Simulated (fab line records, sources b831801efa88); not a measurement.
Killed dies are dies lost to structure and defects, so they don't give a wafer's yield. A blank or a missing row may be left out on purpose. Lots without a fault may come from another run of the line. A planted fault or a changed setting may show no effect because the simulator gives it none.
Which tool did it? | flow sky130 | 11 lots, 33 wafers sampled, at 3 steps of a route of 708

WHAT THE GAUGES READ, wafer by wafer
SKY_CONTACT_OVL_MEAS_15. Usual: CONTACT_OVL -4 nm, standard deviation 5.
lot  | measured     | on         | CONTACT_OVL (nm) | flag
L656 | day 32 07:08 | overlay-01 | -8 -10 -7        |
L660 | day 33 04:44 | overlay-01 | -12 -10 -12      |
L662 | day 34 11:11 | overlay-02 | -12 -2 1         |
L663 | day 34 21:11 | overlay-02 | -2 -1 -8         |
L670 | day 36 06:09 | overlay-01 | -13 -13 -13      |
L671 | day 36 22:20 | overlay-02 | 7 -6 2           |
L672 | day 37 03:37 | overlay-01 | 3 8 -1           |
L673 | day 37 09:08 | overlay-02 | 0 -6 -3          |
L674 | day 37 13:20 | overlay-02 | -11 -8 -7        |
L676 | day 37 23:59 | overlay-01 | 4 4 0            |
L677 | day 38 08:34 | overlay-01 | -2 0 6           |

SKY_METAL1_CD_MEAS_15: target cd 140 nm. Usual: cd_nm 139.6 nm, standard deviation 1.6.
lot  | measured     | on        | cd_nm (nm)        | flag
L656 | day 33 10:51 | cd_sem-01 | 140.5 138.1 139.2 |
L660 | day 34 08:17 | cd_sem-01 | 139.4 138.0 137.6 |
L662 | day 35 12:06 | cd_sem-01 | 138.6 138.3 138.5 |
L663 | day 36 00:30 | cd_sem-02 | 141.2 138.5 140.5 |
L670 | day 37 09:55 | cd_sem-01 | 138.1 140.1 138.9 |
L671 | day 38 01:58 | cd_sem-02 | 139.8 138.5 136.9 |
L672 | day 38 06:43 | cd_sem-02 | 137.3 137.3 139.1 |
L673 | day 38 11:48 | cd_sem-02 | 136.9 137.1 137.8 |
L674 | day 38 16:23 | cd_sem-01 | 139.1 139.2 138.6 |
L676 | day 39 02:25 | cd_sem-02 | 141.4 140.8 140.6 |
L677 | day 39 10:46 | cd_sem-01 | 139.6 140.2 139.6 |

WHICH TOOL RAN EACH LOT (tool, then ch and the chambers of the sampled wafers, then the start)
lot  | SKY_LOCAL_INTERCONNECT_ETCH_13
L656 | rie_metal-04 ch 0,1, day 31 02:22
L660 | rie_metal-02 ch 0, day 32 00:41
L662 | rie_metal-04 ch 0,1, day 33 07:35
L663 | rie_metal-04 ch 0, day 33 18:58
L670 | rie_metal-02 ch 1, day 35 02:10
L671 | rie_metal-04 ch 0,1, day 35 18:32
L672 | rie_metal-02 ch 0,1, day 36 00:11
L673 | rie_metal-02 ch 0,1, day 36 05:31
L674 | rie_metal-04 ch 0,1, day 36 10:29
L676 | rie_metal-04 ch 1, day 36 21:13
L677 | rie_metal-03 ch 1, day 37 05:02
- SKY_LOCAL_INTERCONNECT_ETCH_13: etches BARC in N2/H2, stops on SiO2, time 45.9 s, target depth 60 nm.

WHAT THE TOOLS THEMSELVES READ (means of the sampled wafers that have a number; where no wafer has one, the mark that the record gives instead)
SKY_LOCAL_INTERCONNECT_ETCH_13. Usual: drypump_motor_current_A 5.9 A, standard deviation 0.36; oes_product_au 0.854 a.u., standard deviation 0.005; throttle_valve_pct 13.223 %, standard deviation 0.0088.
lot  | tool         | drypump_motor_current_A (A) | oes_product_au (a.u.) | throttle_valve_pct (%) | flag
L656 | rie_metal-04 | 5.9                         | 0.859                 | 13.227                 |
L660 | rie_metal-02 | 6.0                         | 0.858                 | 13.219                 |
L662 | rie_metal-04 | 5.5                         | 0.861                 | 13.226                 |
L663 | rie_metal-04 | 6.2                         | 0.856                 | 13.219                 |
L670 | rie_metal-02 | 6.1                         | 0.852                 | 13.228                 |
L671 | rie_metal-04 | 5.5                         | 0.858                 | 13.212                 |
L672 | rie_metal-02 | 6.0                         | 0.852                 | 13.225                 |
L673 | rie_metal-02 | 6.1                         | 0.853                 | 13.221                 |
L674 | rie_metal-04 | 5.9                         | 0.852                 | 13.221                 |
L676 | rie_metal-04 | 5.1                         | 0.853                 | 13.218                 |
L677 | rie_metal-03 | 6.0                         | 0.863                 | 13.222                 |

THE ANSWER, worked out from the rows above alone
Rule: a lot is off if the mean of its wafers that have a number lies more than 3 standard deviations from the usual mean. A lot without any number at a reading at which 4 lots or more have one is off too. The other lots that the step has rows for count as sound. The gauges are gone through in route order, then the tools' own readings, and for those a lot's mean is taken as printed above. The first step at which some lot is off is used, and at that step the reading that is off furthest; a lot without a number counts as furthest.
No lot is off at any reading shown: from this, nothing can be told.

WHAT THE SIMULATOR HAD PUT IN
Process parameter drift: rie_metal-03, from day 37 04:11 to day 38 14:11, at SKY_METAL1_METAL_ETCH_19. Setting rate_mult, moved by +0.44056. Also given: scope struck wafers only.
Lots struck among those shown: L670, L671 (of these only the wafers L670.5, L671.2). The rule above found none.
